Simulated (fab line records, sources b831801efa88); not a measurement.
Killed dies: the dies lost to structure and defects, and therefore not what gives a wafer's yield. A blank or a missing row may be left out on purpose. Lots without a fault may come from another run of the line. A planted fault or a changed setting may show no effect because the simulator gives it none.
A single fault, viewed from 2 desks    flow sky130    only its own numbers are on each desk; what lay behind them is given at the end

## FROM THE METROLOGY DESK
Lot by lot, what the gauges showed, no matter which tool ran the lot: averages of those sampled wafers that carry a number. Any lot whose mean is over 4 standard deviations away from the usual mean is out of limits and marked OUT; that distance is given in the brackets.
Columns: A = VIA4_W_RS at SKY_VIA4_RS_MEAS_19, usual 0.2256 ohm/sq; B = PASSIVATION_CVD_02_THK at SKY_PASSIVATION_THK_MEAS_03, usual 543 nm
lot   first seen here  A       B
L342  day 42 23:14     0.2235  553
L343  day 44 12:16     0.2261  543
L347  day 44 19:34     0.2240  550
L346  day 44 22:11     0.2262  538
L348  day 45 04:30     0.2251  538
L351  day 45 08:38     0.2248  538
L352  day 45 19:04     0.2248  574 (+4.1) OUT
L353  day 45 20:19     0.2239  541
L354  day 46 04:54     0.2269  604 (+8.2) OUT
L359  day 47 13:31     0.2251  544
L362  day 47 23:54     0.2242  544
This desk's result: L352, L354 out of limits, first on L352 (PASSIVATION_CVD_02_THK at SKY_PASSIVATION_THK_MEAS_03), day 46 17:23. Within limits: L342, L343, L347, L346, L348, L351, L353, L359, L362.

## FOR THE TOOL OWNER'S DESK: pecvd-01
The tool's own readings at SKY_PASSIVATION_CVD_02 (deposits Si3N4, target thk 540 nm): means of the sampled wafers that have a number, for each lot that ran on this tool. Any lot whose mean is over 4 standard deviations away from the usual mean is out of limits and marked OUT; that distance is given in the brackets.
Columns: A = heaterPowerW at SKY_PASSIVATION_CVD_02, usual 729 W
lot   first seen here  A
L348  day 46 03:16     748
L351  day 46 06:05     706
L352  day 46 17:08     767
L354  day 47 02:55     764
This desk found nothing out of limits on any of the 4 lots.

## PUT TOGETHER
An alarm was possible from the metrology desk at day 46 17:23, on L352, L354.
The desk of the tool owner found nothing out of limits.
Tool owner's desk: L352, L354 on record, inside its limits.
The lots listed all ran SKY_PASSIVATION_CVD_02 on pecvd-01.

## WHAT HAD BEEN PUT IN BY THE SIMULATOR
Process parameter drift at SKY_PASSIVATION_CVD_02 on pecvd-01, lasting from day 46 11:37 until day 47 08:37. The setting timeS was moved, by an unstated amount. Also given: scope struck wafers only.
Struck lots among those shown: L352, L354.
Per desk, hours elapsed from the start of the fault to the first reading out of limits: for the metrology desk, 6.
